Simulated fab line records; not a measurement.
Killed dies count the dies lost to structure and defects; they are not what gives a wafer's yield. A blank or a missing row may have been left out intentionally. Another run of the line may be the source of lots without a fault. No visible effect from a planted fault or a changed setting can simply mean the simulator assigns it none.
Matching of chambers | flow gf180mcu | 4 sister chambers for GF_HV_LDD_ETCHBACK_58 on rie diel-01
The step etches Si3N4 in CH3F/O2, stops on SiO2, time 100 s, target depth 90 nm. 8 wafers are shown with their chamber, then 7 later ones without.

== WAFERS WITH THEIR CHAMBER ==
wafer  | chamber | drypump motor current A (A) | run length s (s)
L165.4 | 3       | 5.6                         | 128.6
L165.6 | 2       | 5.7                         | 127.9
L168.4 | 3       | 5.6                         | 128.1
L168.5 | 0       | 4.9                         | 128.9
L169.1 | 0       | 4.9                         | 129.2
L170.2 | 1       | 6.6                         | 129.5
L170.3 | 2       | 5.7                         | 128.1
L174.3 | 1       | 6.5                         | 129.0

== WAFERS MISSING THEIR CHAMBER ==
wafer  | drypump motor current A (A) | run length s (s)
L174.6 | 4.9                         | 129.7
L182.2 | 5.7                         | 127.6
L182.3 | 4.9                         | 128.9
L182.6 | 5.6                         | 128.1
L181.3 | 6.5                         | 128.8
L181.4 | 5.7                         | 128.2
L181.5 | 5.6                         | 128.3

== WHICH CHAMBER EACH ONE RAN IN ==
wafer  | from the rows above     | in truth
L174.6 | 0                       | 0
L182.2 | 2                       | 2
L182.3 | 0                       | 0
L182.6 | can't be placed: 3 or 2 | 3
L181.3 | 1                       | 1
L181.4 | 2                       | 2
L181.5 | 3                       | 3
6 of 7 placed correctly. From these rows, 1 cannot be placed; in 1 the true chamber is one of the candidates. Placed wrongly: 0.
How it was worked out, from the rows above alone: a wafer's distance from a chamber is the root of the sum, over the readings, of the square of ((its reading less the chamber's mean) divided by the reading's scatter). If the next closest chamber is less than 2 further off than the closest, the wafer can't be placed; otherwise it belongs to the closest. For every chamber, the mean is computed from those of its wafers that are shown. The scatter is the square root of a quotient: the sum, over the shown wafers, of each reading's squared deviation from its chamber's mean, divided by wafers minus chambers.
